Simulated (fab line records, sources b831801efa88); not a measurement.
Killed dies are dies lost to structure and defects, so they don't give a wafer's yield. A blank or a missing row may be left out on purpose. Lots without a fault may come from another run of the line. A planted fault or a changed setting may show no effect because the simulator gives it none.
Which tool did it? | flow sky130 | 15 lots, 42 wafers sampled, at 2 steps of a route of 708

WHAT THE GAUGES READ, wafer by wafer
The record holds no reading of a measuring or inspecting step that can be judged against a usual standard deviation.

WHICH TOOL RAN EACH LOT (tool, then ch and the chambers of the sampled wafers, then the start)
lot  | SKY_NWELL_COAT_18                 | SKY_NWELL_STRIP_25
L858 | litho_track-03 ch 0, day 4 20:58  | plasma_asher-04 ch 0,1, day 5 05:46
L859 | litho_track-02 ch 0, day 5 02:13  | plasma_asher-01 ch 0, day 5 11:39
L861 | litho_track-01 ch 0, day 5 14:15  | plasma_asher-01 ch 0,1, day 5 23:46
L862 | litho_track-02 ch 0, day 5 21:07  | plasma_asher-03 ch 0,1, day 6 06:56
L863 | litho_track-02 ch 0, day 6 02:40  | plasma_asher-04 ch 0,1, day 6 12:58
L864 | litho_track-03 ch 0, day 6 08:25  | plasma_asher-01 ch 0,1, day 6 18:41
L866 | litho_track-02 ch 0, day 6 19:06  | plasma_asher-01 ch 0,1, day 7 04:35
L868 | litho_track-02 ch 0, day 7 09:06  | plasma_asher-01 ch 0,1, day 7 19:08
L872 | litho_track-02 ch 0, day 8 05:46  | plasma_asher-03 ch 0,1, day 8 15:55
L874 | litho_track-03 ch 0, day 8 18:04  | plasma_asher-03 ch 0,1, day 9 04:30
L875 | litho_track-01 ch 0, day 8 22:48  | plasma_asher-03 ch 0,1, day 9 09:16
L876 | litho_track-03 ch 0, day 9 03:16  | plasma_asher-01 ch 1, day 9 13:37
L877 | litho_track-01 ch 0, day 9 09:00  | plasma_asher-04 ch 1, day 9 19:01
L878 | litho_track-03 ch 0, day 9 18:29  | plasma_asher-03 ch 0, day 10 05:34
L880 | litho_track-01 ch 0, day 10 03:54 | plasma_asher-03 ch 0,1, day 10 14:34
- SKY_NWELL_COAT_18: resist thk 3000 nm.
- SKY_NWELL_STRIP_25: strips in O2/N2.

WHAT THE TOOLS THEMSELVES READ (means of the sampled wafers that have a number; where no wafer has one, the mark that the record gives instead)
SKY_NWELL_STRIP_25.
lot  | tool            | drypump_motor_current_A (A) | oes_product_au (a.u.) | strip_time_to_endpoint_s (s)
L858 | plasma_asher-04 | 5.5                         | 0.720                 | 37.07
L859 | plasma_asher-01 | 6.4                         | 0.721                 | 36.84
L861 | plasma_asher-01 | 5.9                         | 0.724                 | 36.94
L862 | plasma_asher-03 | 5.7                         | 0.724                 | 36.82
L863 | plasma_asher-04 | 5.8                         | 0.723                 | 36.86
L864 | plasma_asher-01 | 5.5                         | 0.718                 | 37.11
L866 | plasma_asher-01 | 5.7                         | 0.716                 | 29.86
L868 | plasma_asher-01 | 5.7                         | 0.714                 | 29.95
L872 | plasma_asher-03 | 5.7                         | 0.722                 | 29.93
L874 | plasma_asher-03 | 5.7                         | 0.718                 | 37.00
L875 | plasma_asher-03 | 5.7                         | 0.719                 | 36.87
L876 | plasma_asher-01 | 5.0                         | 0.723                 | 37.05
L877 | plasma_asher-04 | 5.2                         | 0.723                 | 36.76
L878 | plasma_asher-03 | 5.8                         | 0.726                 | 36.86
L880 | plasma_asher-03 | 5.8                         | 0.726                 | 36.87

THE ANSWER, worked out from the rows above alone
Rule: what is usual is taken from the lots themselves. Put in order of their means at a reading, lots are off if they are a third of the lots or fewer, leave a main group of 4 or more, and stand apart from it by a gap of 3 or more times the standard deviation of the main group's means; of several such gaps the widest counts. A main group whose means are all the same, to the digits that the tables above print for the reading, isn't used. A lot without any number at a reading at which 4 lots or more have one is off too. The other lots that the step has rows for count as sound. The gauges are gone through in route order, then the tools' own readings, and for those a lot's mean is taken as printed above. The first step at which some lot is off is used, and at that step the reading that is off furthest; a lot without a number counts as furthest.
Off: L866, L868, L872, at SKY_NWELL_STRIP_25 (strip_time_to_endpoint_s). The main group: mean 36.92 s, standard deviation 0.11.
A tool fits if, at that step or a process step before it, it ran every lot that is off, and no sound lot after the first of them. One fits: litho_track-02 at SKY_NWELL_COAT_18. Its last sound lot is L863 (day 6 02:40), its first lot that is off L866 (day 6 19:06): a fault that began between those two fits.

WHAT THE SIMULATOR HAD PUT IN
Process parameter drift: litho_track-02, from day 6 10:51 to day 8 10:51, at SKY_NWELL_COAT_18. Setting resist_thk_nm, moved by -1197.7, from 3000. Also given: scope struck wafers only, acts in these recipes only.
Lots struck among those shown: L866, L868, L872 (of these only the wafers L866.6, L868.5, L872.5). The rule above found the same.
